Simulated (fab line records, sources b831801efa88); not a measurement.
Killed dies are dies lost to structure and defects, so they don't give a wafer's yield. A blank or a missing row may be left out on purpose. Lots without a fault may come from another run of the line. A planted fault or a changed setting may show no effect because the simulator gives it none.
Chamber matching | flow sky130 | SKY_VIA1_CMP_02 on cmp-02: 4 sister chambers
The step polishes SiO2. 18 wafers are shown with their chamber, then 9 later ones without.

WAFERS WITH THEIR CHAMBER
wafer  | chamber | motor_current_A (A)
L517.4 | 0       | 12.9
L517.5 | 1       | 11.8
L517.6 | 2       | 9.3
L518.1 | 1       | 11.3
L518.2 | 0       | 12.6
L518.3 | 3       | 10.4
L521.4 | 0       | 12.0
L521.5 | 3       | 11.0
L521.6 | 0       | 12.5
L525.3 | 2       | 9.3
L525.4 | 0       | 12.1
L525.6 | 0       | 12.3
L534.2 | 3       | 10.7
L534.4 | 0       | 12.4
L534.5 | 3       | 10.5
L535.1 | 1       | 12.5
L535.2 | 3       | 10.6
L535.4 | 2       | 9.7

SIGNATURES (means of the wafers above)
reading         | chamber 0 | chamber 1 | chamber 2 | chamber 3 | scatter within a chamber
motor_current_A | 12.400    | 11.867    | 9.433     | 10.640    | 0.339
Rule: a wafer's distance from a chamber is the root of the sum, over the readings, of the square of ((its reading less the chamber's mean) divided by the reading's scatter). The wafer belongs to the nearest chamber; if the next one is less than 2 further off, it can't be placed. The scatter: the root of (the sum of the squares of (reading less its chamber's mean) over the shown wafers, divided by (wafers less chambers)).

WAFERS WITHOUT THEIR CHAMBER
wafer  | motor_current_A (A)
L537.3 | 11.9
L537.4 | 9.8
L537.5 | 12.0
L539.1 | 12.3
L539.3 | 9.5
L539.5 | 13.4
L540.1 | 12.7
L540.5 | 12.9
L540.6 | 10.6

WHICH CHAMBER EACH WENT THROUGH
wafer  | from the rows above     | in truth
L537.3 | can't be placed: 1 or 0 | 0
L537.4 | can't be placed: 2 or 3 | 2
L537.5 | can't be placed: 1 or 0 | 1
L539.1 | can't be placed: 0 or 1 | 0
L539.3 | 2                       | 2
L539.5 | can't be placed: 0 or 1 | 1
L540.1 | can't be placed: 0 or 1 | 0
L540.5 | can't be placed: 0 or 1 | 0
L540.6 | 3                       | 3
Placed correctly: 2 of 9. Can't be placed from these rows: 7 (the true chamber is among the candidates in 7). Placed wrongly: 0.
